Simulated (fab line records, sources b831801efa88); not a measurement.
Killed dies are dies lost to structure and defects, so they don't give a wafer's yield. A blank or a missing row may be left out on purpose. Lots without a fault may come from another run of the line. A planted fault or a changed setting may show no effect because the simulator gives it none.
Chamber matching | flow gf180mcu | GF_V3_CVD_02 on pecvd-01: 3 sister chambers
The step deposits SiO2 from TEOS, target thk 850 nm, time 94.851 s. 6 wafers are shown with their chamber, then 7 later ones without.

WAFERS WITH THEIR CHAMBER
wafer  | chamber | rf_fwd_power_W (W) | heater_power_w (W)
L500.5 | 2       | 598.2              | 551
L502.3 | 1       | 597.5              | 605
L502.4 | 0       | 594.2              | 794
L502.6 | 2       | 598.6              | 695
L505.2 | 0       | 594.8              | 770
L505.3 | 1       | 595.6              | 616

WAFERS WITHOUT THEIR CHAMBER
wafer  | rf_fwd_power_W (W) | heater_power_w (W)
L505.5 | 597.2              | 686
L506.4 | 591.8              | 674
L506.5 | 598.9              | 628
L506.6 | 598.3              | 558
L508.3 | 595.7              | 593
L508.5 | 598.0              | 790
L508.6 | 597.7              | 682

WHICH CHAMBER EACH WENT THROUGH
wafer  | from the rows above          | in truth
L505.5 | can't be placed: 1 or 2      | 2
L506.4 | 0                            | 0
L506.5 | 2                            | 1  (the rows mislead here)
L506.6 | can't be placed: 2 or 1      | 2
L508.3 | 1                            | 1
L508.5 | can't be placed: 2 or 1 or 0 | 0
L508.6 | can't be placed: 2 or 1      | 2
Placed correctly: 2 of 7. Can't be placed from these rows: 4 (the true chamber is among the candidates in 4). Placed wrongly: 1.
How it was worked out, from the rows above alone: a wafer's distance from a chamber is the root of the sum, over the readings, of the square of ((its reading less the chamber's mean) divided by the reading's scatter). The wafer belongs to the nearest chamber; if the next one is less than 2 further off, it can't be placed. A chamber's mean is the mean of its shown wafers. The scatter: the root of (the sum of the squares of (reading less its chamber's mean) over the shown wafers, divided by (wafers less chambers)).
